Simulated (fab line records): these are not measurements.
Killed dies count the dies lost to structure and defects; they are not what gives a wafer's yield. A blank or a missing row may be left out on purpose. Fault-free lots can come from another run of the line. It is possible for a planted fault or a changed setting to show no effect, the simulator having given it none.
Which of the tools did it? + flow sky130 + 11 lots, 33 wafers sampled, at 2 steps of a route of 708

== WHAT THE GAUGES SHOWED, per wafer ==
SKY_SD_N_RS_MEAS_16: a four-point-probe measurement.
| lot  | measured     | on           | SD_N_RS (ohm/sq)  |
|------|--------------|--------------|-------------------|
| L648 | day 29 04:11 | filmMetro-01 | 68.49 68.40 68.70 |
| L651 | day 29 11:47 | filmMetro-02 | 68.75 68.71 68.64 |
| L650 | day 29 12:34 | filmMetro-03 | 68.65 68.68 68.52 |
| L652 | day 29 17:11 | filmMetro-01 | 68.50 68.56 68.43 |
| L654 | day 30 19:20 | filmMetro-01 | 68.47 68.59 68.55 |
| L658 | day 31 22:46 | filmMetro-03 | 63.66 63.74 63.70 |
| L660 | day 32 11:47 | filmMetro-01 | 63.60 63.55 63.45 |
| L661 | day 32 15:18 | filmMetro-01 | 68.57 68.62 68.77 |
| L663 | day 33 03:42 | filmMetro-03 | 68.47 68.57 68.46 |
| L668 | day 34 18:38 | filmMetro-02 | 68.52 68.62 68.67 |
| L669 | day 34 21:00 | filmMetro-01 | 68.45 68.54 68.53 |

== EACH LOT AND THE TOOL THAT RAN IT (in order: tool; ch and the chambers of the sampled wafers; start) ==
| lot  | SKY_SD_N_RTA_14                 |
|------|---------------------------------|
| L648 | rtpAnneal-02 ch 0, day 29 03:59 |
| L651 | rtpAnneal-01 ch 0, day 29 11:37 |
| L650 | rtpAnneal-02 ch 0, day 29 12:23 |
| L652 | rtpAnneal-01 ch 0, day 29 17:01 |
| L654 | rtpAnneal-01 ch 0, day 30 19:10 |
| L658 | rtpAnneal-01 ch 0, day 31 22:34 |
| L660 | rtpAnneal-01 ch 0, day 32 11:37 |
| L661 | rtpAnneal-02 ch 0, day 32 15:06 |
| L663 | rtpAnneal-02 ch 0, day 33 03:30 |
| L668 | rtpAnneal-01 ch 0, day 34 18:28 |
| L669 | rtpAnneal-02 ch 0, day 34 20:48 |
- SKY_SD_N_RTA_14: time 2 s.

== THE ANSWER, worked out from the rows above alone ==
Rule: usual is defined by the lots themselves. The widest of any qualifying gaps counts: lots, ordered by their means at a reading, are off when they make up no more than a third of the lots, leave a main group of 4 or more, and stand apart from it by 3 or more times the standard deviation of that group's means. A main group whose means are all the same, to the digits that the tables above print for the reading, isn't used. A lot without any number at a reading at which 4 lots or more have one is off too. Any other lot the step has rows for is counted as sound.
Off: L658, L660, seen at SKY_SD_N_RS_MEAS_16 (SD_N_RS). The main group: mean 68.57 ohm/sq, standard deviation 0.07.
If a tool, at a process step before that reading, ran all the lots that are off and no sound lot after the first of them, it fits. Those tools and the gauges at SKY_SD_N_RS_MEAS_16 are tried in the same way. Not one of the candidates tried fits.

== WHAT THE SIMULATOR HAD PUT IN ==
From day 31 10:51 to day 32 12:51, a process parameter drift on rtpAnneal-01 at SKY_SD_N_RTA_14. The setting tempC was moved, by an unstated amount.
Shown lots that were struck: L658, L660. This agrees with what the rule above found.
